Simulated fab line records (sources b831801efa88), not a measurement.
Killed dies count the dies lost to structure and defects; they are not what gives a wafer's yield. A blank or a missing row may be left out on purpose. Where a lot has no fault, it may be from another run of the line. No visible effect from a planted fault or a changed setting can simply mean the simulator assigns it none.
Problem report, 8D (eight disciplines) form, completed by code | flow sky130 | the parts of the form that need people (team, actions taken, sign-off) are left out

## 1. THE PROBLEM
LDD_N_OVL at SKY_LDD_N_OVL_MEAS_07 reads a mean of 53.7 nm on 12 wafers of 4 lots; wafers without a fault read -0.1 nm with a standard deviation of 1.3. Relative to the usual mean, that is a shift of +41 standard deviations.
Seen first at day 23 07:35 on overlay-02, wafer L777.2. The record has a number at this step for 39 wafers belonging to 13 lots. Rule for "out" (also "out of limits"): further than 4 standard deviations from the usual mean. The rest of the wafers with a number are treated as sound.

## 2. WHAT IT IS; WHAT IT IS NOT
question                    | is                     | is not
which readings at this step | LDD_N_OVL              | -
which lots                  | L777, L779, L780, L781 | L764, L765, L767, L770, L772, L776, L783, L784, L787
which wafers of those lots  | all that have a number | -
read on which gauges        | overlay-01, overlay-02 | -
when                        | from day 23 07:35      | up to then (18 sound wafers); but 9 sound wafers of L783, L784, L787 came after

## 3. SUSPECTS, AND WHAT RULES EACH OUT
Counting: a tool at a process step up to the reading stays a suspect if it ran every lot that is out and no sound lot after the first of them.
- ruled out: the gauge at SKY_LDD_N_OVL_MEAS_07. 2 gauges (overlay-01, overlay-02) read the wafers that are out.
- iline_stepper-01 at SKY_LDD_N_EXPOSE_04 (exposes mask NTM, target cd 840 nm): kept. It ran every lot that is out, first L777 (day 22 17:01), and no sound lot after that; its last sound lot up to then is L770 (day 20 07:58).
The count leaves iline_stepper-01 at SKY_LDD_N_EXPOSE_04.

## 4. THE CAUSE (what the simulator had put in)
Scanner matching overlay: iline_stepper-01, from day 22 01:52 on, at SKY_LDD_N_EXPOSE_04. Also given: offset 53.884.
Only this tool survived the counting.

## 5. SEQUENCE OF EFFECTS, ordered by route
Each row: a reading whose mean over the struck wafers that have a number lies more than 3 standard deviations from the usual. Only readings whose record carries a usual standard deviation are examined. hours: median over the lots of the time between each lot's start at the first step of this table that gives one and its start at this step. sigmas: the change, counted in usual standard deviations.
hours | step                  | reading   | usual   | on struck wafers | change | sigmas
0     | SKY_LDD_N_OVL_MEAS_07 | LDD_N_OVL | -0.1 nm | 53.7             | +53.8  | +41

## 6. HOW IT WOULD HAVE BEEN CAUGHT EARLIER
The first out-of-limits reading at a measuring or inspecting step in this record came at day 23 07:35, 30 hours after the fault's start at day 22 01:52.
Of the tool readings at SKY_LDD_N_EXPOSE_04 for which the record gives a usual standard deviation, none was out on any struck wafer, so an alarm limit of 4 standard deviations on them would not have fired.
Of the lots that are out (4), L780, L781 began SKY_LDD_N_EXPOSE_04 on iline_stepper-01 after day 23 07:35. A hold on the tool at that time would have spared those 2.
